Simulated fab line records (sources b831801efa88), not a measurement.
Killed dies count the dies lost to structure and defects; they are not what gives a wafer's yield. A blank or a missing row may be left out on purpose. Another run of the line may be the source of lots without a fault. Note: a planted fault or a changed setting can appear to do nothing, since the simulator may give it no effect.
A lot that was struck, set against a sound lot    flow sky130    18 out of 708 route steps
Sound: the wafers L375.2, L375.4, L375.6. Struck: wafer L382.6 (left out: L382.2, L382.5 of the same lot, which were not struck); the cause appears at the end.
Order at every step that has rows: each side's tool, ch and its chambers, its first start. Under that, the readings that differ: sound wafers    struck wafers    difference of the means    sigmas: that difference in standard deviations of wafers without a fault.
alike: readings with means less than 2 such deviations apart, plus words and numbers identical on both sides. not compared: withheld readings, readings lacking a value on some wafer, bounds such as >300 that could conceal the same value, and numbers that have no deviation in the record and whose values overlap.
The two part at a step that has a row with sigmas, a row that says differs or no value, or rows on one side only. Numbers that don't overlap but have no deviation are shown without sigmas and don't part them. Lack of a reading on every wafer of one side parts them only where that side has two or more wafers.

first, 2 steps without rows for these wafers: SKY_CONTACT_PEB_12; SKY_CONTACT_DEVELOP_13 (develop time 60 s).
SKY_CONTACT_CD_MEAS_14 targets a cd of 170 nm.
  sound: cdSem-02 at day 34 13:45; struck: cdSem-01 at day 36 18:33
  alike: cdNm
SKY_CONTACT_OVL_MEAS_15:
  sound: overlay-02 at day 34 13:52; struck: overlay-02 at day 36 18:40
  alike: CONTACT_OVL
SKY_CONTACT_ETCH_16: etches BARC in N2/H2, stops on SiO2, time 45.9 s, target depth 60 nm.
  sound on rieDiel-02 ch 0,2,3, day 34 13:53; struck on rieDiel-03 ch 0, day 36 18:41
  alike: biasW, chamberPressureMTorr, drypumpMotorCurrentA, oesProductAu, throttleValvePct
  not compared: rfHoursCounterH
SKY_CONTACT_ETCH_17: etches SiO2 in C4F8/O2/Ar, stops on Si3N4, target depth 340 nm.
  sound on rieDiel-02 ch 0,2,3, day 34 13:56; struck on rieDiel-03 ch 0, day 36 18:44
  alike: biasW, chamberPressureMTorr, oesProductAu
SKY_CONTACT_ETCH_18: etches Si3N4 in CHF3/O2, stops on TiN, time 39 s, target depth 75 nm.
  sound: rieDiel-02 ch 0,2,3; struck: rieDiel-03 ch 0
reading    sound              struck  difference  sigmas
biasW (W)  200.4 199.0 199.5  200.8   +1.2        +2
  alike: chamberPressureMTorr, drypumpMotorCurrentA, oesProductAu, throttleValvePct
  not compared: rfHoursCounterH
SKY_CONTACT_STRIP_19: strips in O2/N2.
  sound on plasmaAsher-04 ch 0,1, day 34 14:01; struck on plasmaAsher-01 ch 0, day 36 18:49
  alike: chamberPressureMTorr, drypumpMotorCurrentA, oesProductAu, stripTimeToEndpointS
  not compared: rfHoursCounterH
then, 4 steps without rows for these wafers: SKY_CONTACT_STRIP_20 (strips in post etch residue remover, time 1200 s); SKY_CONTACT_CLEAN_21 (cleans in IPA, time 180 s); SKY_CONTACT_CLEAN_22 (cleans in O3/DIW); SKY_CONTACT_SPUTTER_23 (material TiN, target thk 20 nm, time 80 s).
SKY_CONTACT_CVD_24: deposits W, target thk 340 nm, time 102.12 s.
  sound on cvdW-01 ch 0,1, day 34 14:41; struck on cvdW-01 ch 1, day 36 19:31
reading                               sound            struck  difference  sigmas
model.W_of_CONTACT_CVD_24.thkNm (nm)  338.2 346.4 339  289     -52         
  alike: heaterPowerW
SKY_CONTACT_RS_MEAS_25: the measuring method here is four-point-probe.
  sound: filmMetro-04 at day 34 14:49; struck: filmMetro-04 at day 36 19:39
reading                sound              struck  difference  sigmas
CONTACT_W_RS (ohm/sq)  0.339 0.332 0.339  0.399   +0.062      +10
SKY_CONTACT_THK_MEAS_26: measures by xrf.
  sound: filmMetro-04 at day 34 14:55; struck: filmMetro-04 at day 36 19:46
reading             sound        struck  difference  sigmas
CONTACT_W_THK (nm)  340 352 343  293     -52         -7
SKY_CONTACT_CMP_27: polishes, stops on SiO2, t overpolish 15 s, target thk 0 nm.
  sound on cmp-01 ch 0,2,3, day 34 15:04; struck on cmp-01 ch 1, day 36 19:49
reading              sound           struck  difference  sigmas
motorCurrentA (A)    10.9 12.6 10.6  9.1     -2.3        -2
timeToEndpointS (s)  76 80 77        67      -11         -3
  alike: slurryFlowMlMin
SKY_METAL1_SPUTTER_00: material Ti, target thk 15 nm, time 10 s.
  sound: pvdSputter-04 at day 34 15:16; struck: pvdSputter-04 at day 36 20:07
  alike: chamberPressurePa, throttleValvePct
SKY_PAD_OPEN_PROBE_99:
  rows exist in the record for the sound wafers here (prober-02, day 48 00:55), none for the struck ones

WHERE THEY PART
First at SKY_CONTACT_ETCH_18; last, within this record, at SKY_PAD_OPEN_PROBE_99.

WHY: what had been put in by the simulator
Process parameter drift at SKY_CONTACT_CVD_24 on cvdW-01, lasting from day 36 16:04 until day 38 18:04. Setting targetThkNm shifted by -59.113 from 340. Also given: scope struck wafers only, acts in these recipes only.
